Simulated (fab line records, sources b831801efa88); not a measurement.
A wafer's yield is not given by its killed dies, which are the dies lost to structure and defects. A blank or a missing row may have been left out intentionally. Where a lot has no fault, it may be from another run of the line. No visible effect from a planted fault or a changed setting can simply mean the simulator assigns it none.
Matching of chambers :: flow sky130 :: SKY_FIELD_ISO_CMP_27 on cmp-02 has 4 sister chambers
The step polishes, stops on Si3N4, t overpolish 16 s, target thk 457.8 nm. 7 wafers are shown with their chamber, then 7 later ones without.

== EACH WAFER AND ITS CHAMBER ==
wafer: L734.3
chamber: 0
motor current A (A): 11.6
time to endpoint s (s): 108

wafer: L742.5
chamber: 1
motor current A (A): 10.8
time to endpoint s (s): 113

wafer: L743.3
chamber: 2
motor current A (A): 15.5
time to endpoint s (s): 127

wafer: L743.4
chamber: 0
motor current A (A): 11.0
time to endpoint s (s): 123

wafer: L743.6
chamber: 1
motor current A (A): 11.4
time to endpoint s (s): 105

wafer: L745.1
chamber: 2
motor current A (A): 14.7
time to endpoint s (s): 114

wafer: L745.5
chamber: 3
motor current A (A): 10.1
time to endpoint s (s): 114

== WAFERS WITHOUT THEIR CHAMBER ==
wafer: L745.6
motor current A (A): 11.3
time to endpoint s (s): 114

wafer: L747.3
motor current A (A): 10.2
time to endpoint s (s): 119

wafer: L747.4
motor current A (A): 11.4
time to endpoint s (s): 117

wafer: L747.5
motor current A (A): 11.3
time to endpoint s (s): 112

wafer: L752.1
motor current A (A): 15.5
time to endpoint s (s): 111

wafer: L752.2
motor current A (A): 10.8
time to endpoint s (s): 108

wafer: L752.6
motor current A (A): 10.8
time to endpoint s (s): 112

== EACH ONE'S CHAMBER ==
wafer: L745.6
from the rows above: can't be placed: 0 or 1
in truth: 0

wafer: L747.3
from the rows above: can't be placed: 3 or 1 or 0
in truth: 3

wafer: L747.4
from the rows above: can't be placed: 0 or 1
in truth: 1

wafer: L747.5
from the rows above: can't be placed: 0 or 1
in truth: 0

wafer: L752.1
from the rows above: 2
in truth: 2

wafer: L752.2
from the rows above: can't be placed: 1 or 0 or 3
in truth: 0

wafer: L752.6
from the rows above: can't be placed: 1 or 0 or 3
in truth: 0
1 of 7 placed correctly. Unplaceable from these rows: 6, with the true chamber sitting among the candidates in 6. Placed wrongly: 0.
How it was worked out, from the rows above alone: a wafer's distance from a chamber is the root of the sum, over the readings, of the square of ((its reading less the chamber's mean) divided by the reading's scatter). The wafer belongs to the nearest chamber; if the next one is less than 2 further off, it can't be placed. The mean given for a chamber averages the wafers shown for that chamber. The scatter: take each reading less its chamber's mean, square it, sum over the shown wafers, divide by the number of wafers less the number of chambers, and take the root.
